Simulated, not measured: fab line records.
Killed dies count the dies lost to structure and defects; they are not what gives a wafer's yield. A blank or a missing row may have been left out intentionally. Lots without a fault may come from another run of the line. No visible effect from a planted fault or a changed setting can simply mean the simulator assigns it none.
Lot-split experiment / flow sfq-line / route with 325 steps; 5 lots, 23 wafers read

== THE SPLIT ITSELF ==
At SFQ_TRILAYER_M7_LITHO_PEB_180 (peb time 60 s), the setting peb-time-s was moved away from the recipe's 60 s on 8 of the 23 wafers read, by -13.6% to +14.4%. The other wafers ran this setting at the recipe's value.

== FROM THE SPLIT ON TO THE READING: in between, the file shows 1 step ==
- SFQ_TRILAYER_M7_LITHO_DEVELOP_179: time 60 s

== THE READING ==
M7.cd-nm (the simulator's own value, which no gauge read), in nm, at SFQ_TRILAYER_M7_BARC_OPEN_METAL_ETCH_229 (etches BARC in O2, target depth 125 nm, time 41.7 s). The file does not state a usual value for it. Across the 15 wafers here that went through the recipe, the average is 499.7 nm and the standard deviation 1.2 nm.

wafer=L076.1; tool, chamber at the split=litho-track-01, 0; peb-time-s as run, s=60; against the recipe=recipe; M7.cd-nm, nm=497.7; against lot-mates on the recipe=-
wafer=L076.2; tool, chamber at the split=litho-track-01, 0; peb-time-s as run, s=51.83; against the recipe=-13.6%; M7.cd-nm, nm=520.9; against lot-mates on the recipe=+23.5
wafer=L076.4; tool, chamber at the split=litho-track-01, 0; peb-time-s as run, s=60; against the recipe=recipe; M7.cd-nm, nm=497.1; against lot-mates on the recipe=-
wafer=L076.5; tool, chamber at the split=litho-track-01, 0; peb-time-s as run, s=51.83; against the recipe=-13.6%; M7.cd-nm, nm=520.3; against lot-mates on the recipe=+22.9
wafer=L076.6; tool, chamber at the split=litho-track-01, 0; peb-time-s as run, s=51.83; against the recipe=-13.6%; M7.cd-nm, nm=519.1; against lot-mates on the recipe=+21.7
wafer=L078.1; tool, chamber at the split=litho-track-04, 0; peb-time-s as run, s=68.66; against the recipe=+14.4%; M7.cd-nm, nm=482.3; against lot-mates on the recipe=-19.1
wafer=L078.2; tool, chamber at the split=litho-track-04, 0; peb-time-s as run, s=60; against the recipe=recipe; M7.cd-nm, nm=501.2; against lot-mates on the recipe=-
wafer=L078.3; tool, chamber at the split=litho-track-04, 0; peb-time-s as run, s=60; against the recipe=recipe; M7.cd-nm, nm=502.2; against lot-mates on the recipe=-
wafer=L078.4; tool, chamber at the split=litho-track-04, 0; peb-time-s as run, s=60; against the recipe=recipe; M7.cd-nm, nm=500.9; against lot-mates on the recipe=-
wafer=L078.5; tool, chamber at the split=litho-track-04, 0; peb-time-s as run, s=68.66; against the recipe=+14.4%; M7.cd-nm, nm=482.8; against lot-mates on the recipe=-18.6
wafer=L079.1; tool, chamber at the split=litho-track-04, 0; peb-time-s as run, s=65.89; against the recipe=+9.8%; M7.cd-nm, nm=488.5; against lot-mates on the recipe=-11.5
wafer=L079.2; tool, chamber at the split=litho-track-04, 0; peb-time-s as run, s=60; against the recipe=recipe; M7.cd-nm, nm=500.3; against lot-mates on the recipe=-
wafer=L079.3; tool, chamber at the split=litho-track-04, 0; peb-time-s as run, s=65.89; against the recipe=+9.8%; M7.cd-nm, nm=486.1; against lot-mates on the recipe=-13.9
wafer=L079.4; tool, chamber at the split=litho-track-04, 0; peb-time-s as run, s=65.89; against the recipe=+9.8%; M7.cd-nm, nm=485.8; against lot-mates on the recipe=-14.2
wafer=L079.5; tool, chamber at the split=litho-track-04, 0; peb-time-s as run, s=60; against the recipe=recipe; M7.cd-nm, nm=499.7; against lot-mates on the recipe=-
wafer=L080.2; tool, chamber at the split=litho-track-02, 0; peb-time-s as run, s=60; against the recipe=recipe; M7.cd-nm, nm=499.3; against lot-mates on the recipe=-
wafer=L080.3; tool, chamber at the split=litho-track-02, 0; peb-time-s as run, s=60; against the recipe=recipe; M7.cd-nm, nm=499.2; against lot-mates on the recipe=-
wafer=L080.6; tool, chamber at the split=litho-track-02, 0; peb-time-s as run, s=60; against the recipe=recipe; M7.cd-nm, nm=499.4; against lot-mates on the recipe=-
wafer=L081.1; tool, chamber at the split=litho-track-04, 0; peb-time-s as run, s=60; against the recipe=recipe; M7.cd-nm, nm=499.3; against lot-mates on the recipe=-
wafer=L081.2; tool, chamber at the split=litho-track-04, 0; peb-time-s as run, s=60; against the recipe=recipe; M7.cd-nm, nm=499.6; against lot-mates on the recipe=-
wafer=L081.3; tool, chamber at the split=litho-track-04, 0; peb-time-s as run, s=60; against the recipe=recipe; M7.cd-nm, nm=499.7; against lot-mates on the recipe=-
wafer=L081.4; tool, chamber at the split=litho-track-04, 0; peb-time-s as run, s=60; against the recipe=recipe; M7.cd-nm, nm=499.7; against lot-mates on the recipe=-
wafer=L081.6; tool, chamber at the split=litho-track-04, 0; peb-time-s as run, s=60; against the recipe=recipe; M7.cd-nm, nm=500.1; against lot-mates on the recipe=-

FIT RESULTS
A straight line over all 23 wafers: M7.cd-nm changes by -1.36 nm for each +1% of peb-time-s; r = -0.99; the points scatter about the line by 1.5 nm.
The same after taking each lot's own level away (the mean of its wafers on the recipe; 23 wafers): -1.48 nm for each +1%; r = -0.99; scatter 1.3 nm.
According to that fit, moving peb-time-s by its largest amount changes the reading by 21 nm.
The lots' own levels span 497.40 to 501.43 nm, that is 3.3 times the standard deviation above.
Consequently the slope shifts little with the lot-to-lot level, the two slopes agreeing.
Check: for one of the wafers moved furthest among these (+14.4%), held out of the fit, the line's prediction against its lot-mates is -21.1 nm. Against them it came out at -19.1 nm.

== OTHER SPLITS APPLIED TO THESE WAFERS ==
Note: prior to the reading, these wafers also went through further splits. Each is held against what the fit with the lots' levels taken away leaves over:
other split on the same wafers=SFQ_TRILAYER_JJ_CE_LITHO_COAT_114 resist-thk-nm; wafers away from the commonest value=10; r with M7.cd-nm (lot level and that fit taken away)=-0.06
other split on the same wafers=SFQ_TRILAYER_JJ_CE_ETCH_RIE_118 pressure-mtorr; wafers away from the commonest value=15; r with M7.cd-nm (lot level and that fit taken away)=+0.03
other split on the same wafers=SFQ_TRILAYER_M5_LITHO_EXPOSE_124 dose-mj; wafers away from the commonest value=10; r with M7.cd-nm (lot level and that fit taken away)=-0.45
other split on the same wafers=SFQ_TRILAYER_R5_LITHO_COAT_136 spin-rpm; wafers away from the commonest value=7; r with M7.cd-nm (lot level and that fit taken away)=+0.20
other split on the same wafers=SFQ_TRILAYER_I5_LITHO_COAT_144 spin-rpm; wafers away from the commonest value=7; r with M7.cd-nm (lot level and that fit taken away)=+0.20
other split on the same wafers=SFQ_TRILAYER_C5_LITHO_COAT_156 resist-thk-nm; wafers away from the commonest value=11; r with M7.cd-nm (lot level and that fit taken away)=+0.74
other split on the same wafers=SFQ_TRILAYER_M6_LITHO_COAT_164 resist-thk-nm; wafers away from the commonest value=5; r with M7.cd-nm (lot level and that fit taken away)=-0.27
other split on the same wafers=SFQ_TRILAYER_I6_VIA_LITHO_EXPOSE_170 dose-mj; wafers away from the commonest value=11; r with M7.cd-nm (lot level and that fit taken away)=+0.16
other split on the same wafers=SFQ_TRILAYER_M7_DEP_SPUTTER_175 time-s; wafers away from the commonest value=7; r with M7.cd-nm (lot level and that fit taken away)=-0.03

== FILE'S OWN FIT ==
M7.cd-nm changes by -1.45 nm for each +1% of peb-time-s, r = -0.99.
